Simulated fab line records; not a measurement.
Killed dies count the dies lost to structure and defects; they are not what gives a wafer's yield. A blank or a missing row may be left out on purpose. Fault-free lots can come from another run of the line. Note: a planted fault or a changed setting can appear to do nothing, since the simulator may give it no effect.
Which tool did it? -- flow gf180mcu -- 6 lots (17 wafers sampled), 1 step of a 602-step route

WHAT THE GAUGES READ, wafer by wafer
GF_V2_BOW_MEAS_05.
lot,measured,on,V2_BOW (um)
L846,day 20 20:31,film-metro-01,99 100 110
L848,day 21 11:20,film-metro-03,94 83 98
L850,day 22 10:47,film-metro-02,91 100
L859,day 25 16:20,film-metro-03,85 100 99
L861,day 25 21:17,film-metro-02,101 98 104
L864,day 26 16:59,film-metro-03,107 109 110

WHICH TOOL RAN EACH LOT (tool, then ch and the chambers of the sampled wafers, then the start)
Record: no process step prior to these readings.

THE ANSWER, worked out from the rows above alone
Rule: usual is defined by the lots themselves. The widest of any qualifying gaps counts: lots, ordered by their means at a reading, are off when they make up no more than a third of the lots, leave a main group of 4 or more, and stand apart from it by 3 or more times the standard deviation of that group's means. Not used: any main group whose means are identical at the precision the tables above print for the reading. A lot without any number at a reading at which 4 lots or more have one is off too. All remaining lots with rows at the step are treated as sound.
No lot is off at any reading shown: from this, nothing can be told.

WHAT THE SIMULATOR HAD INSERTED
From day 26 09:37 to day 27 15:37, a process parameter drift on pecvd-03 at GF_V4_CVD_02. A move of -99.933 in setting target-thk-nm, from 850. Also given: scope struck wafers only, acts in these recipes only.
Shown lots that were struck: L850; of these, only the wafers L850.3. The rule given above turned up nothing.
